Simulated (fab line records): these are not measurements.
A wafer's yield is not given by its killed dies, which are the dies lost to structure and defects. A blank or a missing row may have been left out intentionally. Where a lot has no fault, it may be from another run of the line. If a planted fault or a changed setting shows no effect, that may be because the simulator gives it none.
The tool behind it: which one? || flow sky130 || Sampling: 12 lots, 36 wafers, 4 of 708 route steps

## WHAT THE GAUGES SHOWED, per wafer
SKY_FIELD_ISO_THK_MEAS_23.
{"lot": "L461", "measured": "day 2 06:35", "on": "film metro-04", "FIELD_ISO_OXIDATION_01_THK (nm)": "10.05 10.11 10.16"}
{"lot": "L463", "measured": "day 2 17:02", "on": "film metro-04", "FIELD_ISO_OXIDATION_01_THK (nm)": "10.02 9.88 9.93"}
{"lot": "L464", "measured": "day 2 22:25", "on": "film metro-02", "FIELD_ISO_OXIDATION_01_THK (nm)": "10.14 10.02 10.06"}
{"lot": "L466", "measured": "day 3 08:31", "on": "film metro-01", "FIELD_ISO_OXIDATION_01_THK (nm)": "10.01 9.91 10.05"}
{"lot": "L467", "measured": "day 3 15:29", "on": "film metro-01", "FIELD_ISO_OXIDATION_01_THK (nm)": "9.84 9.82 9.83"}
{"lot": "L468", "measured": "day 3 20:46", "on": "film metro-02", "FIELD_ISO_OXIDATION_01_THK (nm)": "9.95 9.93 9.93"}
{"lot": "L469", "measured": "day 4 00:04", "on": "film metro-01", "FIELD_ISO_OXIDATION_01_THK (nm)": "9.87 9.91 9.86"}
{"lot": "L470", "measured": "day 4 05:21", "on": "film metro-01", "FIELD_ISO_OXIDATION_01_THK (nm)": "10.24 9.93 10.14"}
{"lot": "L471", "measured": "day 4 11:11", "on": "film metro-04", "FIELD_ISO_OXIDATION_01_THK (nm)": "9.71 9.83 9.90"}
{"lot": "L476", "measured": "day 5 14:55", "on": "film metro-04", "FIELD_ISO_OXIDATION_01_THK (nm)": "9.96 9.99 10.01"}
{"lot": "L480", "measured": "day 6 09:51", "on": "film metro-02", "FIELD_ISO_OXIDATION_01_THK (nm)": "10.28 10.01 10.16"}
{"lot": "L482", "measured": "day 6 20:00", "on": "film metro-01", "FIELD_ISO_OXIDATION_01_THK (nm)": "9.75 9.87 9.92"}

SKY_POLY_GATE_THK_MEAS_21.
{"lot": "L461", "measured": "day 16 14:25", "on": "film metro-04", "POLY_GATE_OXIDATION_THK (nm)": "4.08 4.03 4.07"}
{"lot": "L463", "measured": "day 17 05:17", "on": "film metro-02", "POLY_GATE_OXIDATION_THK (nm)": "3.96 3.98 4.05"}
{"lot": "L464", "measured": "day 17 13:08", "on": "film metro-02", "POLY_GATE_OXIDATION_THK (nm)": "4.15 4.10 4.12"}
{"lot": "L466", "measured": "day 18 06:30", "on": "film metro-04", "POLY_GATE_OXIDATION_THK (nm)": "4.05 4.11 4.04"}
{"lot": "L467", "measured": "day 19 01:01", "on": "film metro-02", "POLY_GATE_OXIDATION_THK (nm)": "4.08 4.15 4.02"}
{"lot": "L468", "measured": "day 19 04:32", "on": "film metro-04", "POLY_GATE_OXIDATION_THK (nm)": "3.95 4.01 4.10"}
{"lot": "L469", "measured": "day 19 08:31", "on": "film metro-04", "POLY_GATE_OXIDATION_THK (nm)": "3.94 3.94 4.04"}
{"lot": "L470", "measured": "day 19 18:02", "on": "film metro-02", "POLY_GATE_OXIDATION_THK (nm)": "4.05 4.04 4.05"}
{"lot": "L471", "measured": "day 20 05:25", "on": "film metro-04", "POLY_GATE_OXIDATION_THK (nm)": "4.12 4.04 4.08"}
{"lot": "L476", "measured": "day 21 23:12", "on": "film metro-04", "POLY_GATE_OXIDATION_THK (nm)": "3.85 3.85 3.91"}
{"lot": "L480", "measured": "day 23 12:23", "on": "film metro-03", "POLY_GATE_OXIDATION_THK (nm)": "6.34 6.28 6.35"}
{"lot": "L482", "measured": "day 23 22:29", "on": "film metro-04", "POLY_GATE_OXIDATION_THK (nm)": "6.40 6.36 6.33"}

## EACH LOT AND THE TOOL THAT RAN IT (in order: tool; ch and the chambers of the sampled wafers; start)
{"lot": "L461", "SKY_FIELD_ISO_STRIP_16": "plasma asher-02 ch 1, day 2 04:57", "SKY_POLY_GATE_OXIDATION_20": "furnace-02 ch 0, day 16 13:10"}
{"lot": "L463", "SKY_FIELD_ISO_STRIP_16": "plasma asher-02 ch 0,1, day 2 14:42", "SKY_POLY_GATE_OXIDATION_20": "furnace-02 ch 0, day 17 04:02"}
{"lot": "L464", "SKY_FIELD_ISO_STRIP_16": "plasma asher-04 ch 0,1, day 2 19:56", "SKY_POLY_GATE_OXIDATION_20": "furnace-01 ch 0, day 17 11:53"}
{"lot": "L466", "SKY_FIELD_ISO_STRIP_16": "plasma asher-03 ch 0,1, day 3 06:46", "SKY_POLY_GATE_OXIDATION_20": "furnace-01 ch 0, day 18 05:14"}
{"lot": "L467", "SKY_FIELD_ISO_STRIP_16": "plasma asher-04 ch 0,1, day 3 13:53", "SKY_POLY_GATE_OXIDATION_20": "furnace-01 ch 0, day 18 23:46"}
{"lot": "L468", "SKY_FIELD_ISO_STRIP_16": "plasma asher-04 ch 0,1, day 3 17:55", "SKY_POLY_GATE_OXIDATION_20": "furnace-01 ch 0, day 19 03:16"}
{"lot": "L469", "SKY_FIELD_ISO_STRIP_16": "plasma asher-02 ch 0,1, day 3 22:27", "SKY_POLY_GATE_OXIDATION_20": "furnace-02 ch 0, day 19 07:16"}
{"lot": "L470", "SKY_FIELD_ISO_STRIP_16": "plasma asher-02 ch 0,1, day 4 03:44", "SKY_POLY_GATE_OXIDATION_20": "furnace-01 ch 0, day 19 16:47"}
{"lot": "L471", "SKY_FIELD_ISO_STRIP_16": "plasma asher-02 ch 0,1, day 4 09:32", "SKY_POLY_GATE_OXIDATION_20": "furnace-01 ch 0, day 20 04:10"}
{"lot": "L476", "SKY_FIELD_ISO_STRIP_16": "plasma asher-02 ch 0,1, day 5 12:58", "SKY_POLY_GATE_OXIDATION_20": "furnace-02 ch 0, day 21 21:56"}
{"lot": "L480", "SKY_FIELD_ISO_STRIP_16": "plasma asher-04 ch 0,1, day 6 07:03", "SKY_POLY_GATE_OXIDATION_20": "furnace-01 ch 0, day 23 11:08"}
{"lot": "L482", "SKY_FIELD_ISO_STRIP_16": "plasma asher-03 ch 1, day 6 18:23", "SKY_POLY_GATE_OXIDATION_20": "furnace-01 ch 0, day 23 21:13"}
- SKY_FIELD_ISO_STRIP_16: strips in O2/N2.
- SKY_POLY_GATE_OXIDATION_20: stabilise 600 s, purge 300 s, target thk 4 nm.

## AS READ BY THE TOOLS THEMSELVES (means over the sampled wafers that have a number; for cases with no such wafer, the mark the record gives instead)
SKY_FIELD_ISO_STRIP_16.
{"lot": "L461", "tool": "plasma asher-02", "drypump motor current A (A)": 6.01, "oes product au (a.u.)": 0.376, "strip time to endpoint s (s)": 3.53}
{"lot": "L463", "tool": "plasma asher-02", "drypump motor current A (A)": 5.99, "oes product au (a.u.)": 0.377, "strip time to endpoint s (s)": 3.60}
{"lot": "L464", "tool": "plasma asher-04", "drypump motor current A (A)": 5.65, "oes product au (a.u.)": 0.381, "strip time to endpoint s (s)": 3.57}
{"lot": "L466", "tool": "plasma asher-03", "drypump motor current A (A)": 5.97, "oes product au (a.u.)": 0.378, "strip time to endpoint s (s)": 3.54}
{"lot": "L467", "tool": "plasma asher-04", "drypump motor current A (A)": 6.01, "oes product au (a.u.)": 0.378, "strip time to endpoint s (s)": 3.51}
{"lot": "L468", "tool": "plasma asher-04", "drypump motor current A (A)": 5.69, "oes product au (a.u.)": 0.378, "strip time to endpoint s (s)": 3.54}
{"lot": "L469", "tool": "plasma asher-02", "drypump motor current A (A)": 6.01, "oes product au (a.u.)": 0.378, "strip time to endpoint s (s)": 3.55}
{"lot": "L470", "tool": "plasma asher-02", "drypump motor current A (A)": 5.99, "oes product au (a.u.)": 0.377, "strip time to endpoint s (s)": 3.54}
{"lot": "L471", "tool": "plasma asher-02", "drypump motor current A (A)": 5.99, "oes product au (a.u.)": 0.383, "strip time to endpoint s (s)": 3.55}
{"lot": "L476", "tool": "plasma asher-02", "drypump motor current A (A)": 5.97, "oes product au (a.u.)": 0.384, "strip time to endpoint s (s)": 3.52}
{"lot": "L480", "tool": "plasma asher-04", "drypump motor current A (A)": 5.68, "oes product au (a.u.)": 0.378, "strip time to endpoint s (s)": 3.54}
{"lot": "L482", "tool": "plasma asher-03", "drypump motor current A (A)": 5.78, "oes product au (a.u.)": 0.376, "strip time to endpoint s (s)": 3.54}

SKY_POLY_GATE_OXIDATION_20.
{"lot": "L461", "tool": "furnace-02", "spike tc bottom C (C)": 868.5, "spike tc centre C (C)": 850.5, "spike tc lower C (C)": 850.7, "spike tc top C (C)": 863.8, "spike tc upper C (C)": 849.9, "tube center temp C (C)": 850, "tube_center_temp_C_max": 852.3, "zone power upper pct (%)": 16.1}
{"lot": "L463", "tool": "furnace-02", "spike tc bottom C (C)": 869.2, "spike tc centre C (C)": 851.4, "spike tc lower C (C)": 851.6, "spike tc top C (C)": 864.5, "spike tc upper C (C)": 851.1, "tube center temp C (C)": 850, "tube_center_temp_C_max": 852.0, "zone power upper pct (%)": 16.1}
{"lot": "L464", "tool": "furnace-01", "spike tc bottom C (C)": 869.6, "spike tc centre C (C)": 850.8, "spike tc lower C (C)": 849.1, "spike tc top C (C)": 864.2, "spike tc upper C (C)": 850.5, "tube center temp C (C)": 850, "tube_center_temp_C_max": 852.2, "zone power upper pct (%)": 17.4}
{"lot": "L466", "tool": "furnace-01", "spike tc bottom C (C)": 870.1, "spike tc centre C (C)": 849.6, "spike tc lower C (C)": 848.1, "spike tc top C (C)": 864.2, "spike tc upper C (C)": 851.8, "tube center temp C (C)": 850, "tube_center_temp_C_max": 852.1, "zone power upper pct (%)": 17.4}
{"lot": "L467", "tool": "furnace-01", "spike tc bottom C (C)": 869.7, "spike tc centre C (C)": 851.2, "spike tc lower C (C)": 849.5, "spike tc top C (C)": 863.1, "spike tc upper C (C)": 851.0, "tube center temp C (C)": 850, "tube_center_temp_C_max": 852.0, "zone power upper pct (%)": 17.5}
{"lot": "L468", "tool": "furnace-01", "spike tc bottom C (C)": 870.8, "spike tc centre C (C)": 848.7, "spike tc lower C (C)": 847.7, "spike tc top C (C)": 864.5, "spike tc upper C (C)": 849.6, "tube center temp C (C)": 850, "tube_center_temp_C_max": 852.0, "zone power upper pct (%)": 17.5}
{"lot": "L469", "tool": "furnace-02", "spike tc bottom C (C)": 867.7, "spike tc centre C (C)": 850.8, "spike tc lower C (C)": 851.0, "spike tc top C (C)": 864.9, "spike tc upper C (C)": 850.2, "tube center temp C (C)": 850, "tube_center_temp_C_max": 852.3, "zone power upper pct (%)": 16.3}
{"lot": "L470", "tool": "furnace-01", "spike tc bottom C (C)": 870.4, "spike tc centre C (C)": 850.2, "spike tc lower C (C)": 848.7, "spike tc top C (C)": 863.8, "spike tc upper C (C)": 849.9, "tube center temp C (C)": 850, "tube_center_temp_C_max": 852.3, "zone power upper pct (%)": 17.3}
{"lot": "L471", "tool": "furnace-01", "spike tc bottom C (C)": 871.1, "spike tc centre C (C)": 849.8, "spike tc lower C (C)": 846.9, "spike tc top C (C)": 863.5, "spike tc upper C (C)": 850.7, "tube center temp C (C)": 850, "tube_center_temp_C_max": 852.5, "zone power upper pct (%)": 17.5}
{"lot": "L476", "tool": "furnace-02", "spike tc bottom C (C)": 867.6, "spike tc centre C (C)": 849.6, "spike tc lower C (C)": 851.0, "spike tc top C (C)": 863.2, "spike tc upper C (C)": 850.4, "tube center temp C (C)": 850, "tube_center_temp_C_max": 852.6, "zone power upper pct (%)": 16.1}
{"lot": "L480", "tool": "furnace-01", "spike tc bottom C (C)": 906.8, "spike tc centre C (C)": 888.6, "spike tc lower C (C)": 884.9, "spike tc top C (C)": 901.9, "spike tc upper C (C)": 887.6, "tube center temp C (C)": 887, "tube_center_temp_C_max": 889.6, "zone power upper pct (%)": 18.8}
{"lot": "L482", "tool": "furnace-01", "spike tc bottom C (C)": 906.2, "spike tc centre C (C)": 887.3, "spike tc lower C (C)": 886.4, "spike tc top C (C)": 900.1, "spike tc upper C (C)": 887.4, "tube center temp C (C)": 887, "tube_center_temp_C_max": 889.5, "zone power upper pct (%)": 19.1}

## THE ANSWER, worked out from the rows above alone
Rule: the lots themselves supply what counts as usual. Put in order of their means at a reading, lots are off if they are a third of the lots or fewer, leave a main group of 4 or more, and stand apart from it by a gap of 3 or more times the standard deviation of the main group's means; of several such gaps the widest counts. Not used: any main group whose means are identical at the precision the tables above print for the reading. Also off: a lot with no number at a reading for which 4 or more lots have one. The other lots that the step has rows for count as sound. After the gauges, taken in route order, come the tools' own readings; for these a lot's mean is taken, as printed above. The first step at which some lot is off is used, and at that step the reading that is off furthest; a lot without a number counts as furthest.
Off: L480, L482, seen at SKY_POLY_GATE_THK_MEAS_21 (POLY_GATE_OXIDATION_THK). The main group: mean 4.03 nm, standard deviation 0.068.
A tool fits if, at a process step before that reading, it ran every lot that is off, and no sound lot after the first of them. The gauges at SKY_POLY_GATE_THK_MEAS_21 aren't tried: what is off there is off at SKY_FIELD_ISO_STRIP_16 too, on other tools, and a gauge's error can't cause that. One candidate fits, namely furnace-01 at SKY_POLY_GATE_OXIDATION_20. Its last sound lot is L471 (day 20 04:10), its first lot that is off L480 (day 23 11:08): a fault that began between those two fits.
The tool's own readings at SKY_POLY_GATE_OXIDATION_20 bear it out: on the lots that are off they differ by more than 5 times the standard deviation of the sound lots' means. spike tc bottom C reads 906.5 C there against 869.5 C on the sound lots; spike tc centre C reads 888.0 C there against 850.3 C on the sound lots; spike tc lower C reads 885.6 C there against 849.4 C on the sound lots; spike tc top C reads 901.0 C there against 864.0 C on the sound lots; spike tc upper C reads 887.5 C there against 850.5 C on the sound lots; tube center temp C reads 887 C there against 850 C on the sound lots; tube_center_temp_C_max reads 889.5 there against 852.2 on the sound lots.

## WHAT THE SIMULATOR HAD INSERTED
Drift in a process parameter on furnace-01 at SKY_POLY_GATE_OXIDATION_20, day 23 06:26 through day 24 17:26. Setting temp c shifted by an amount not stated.
Struck lots among those shown: L480, L482. The rule above reached the same finding.
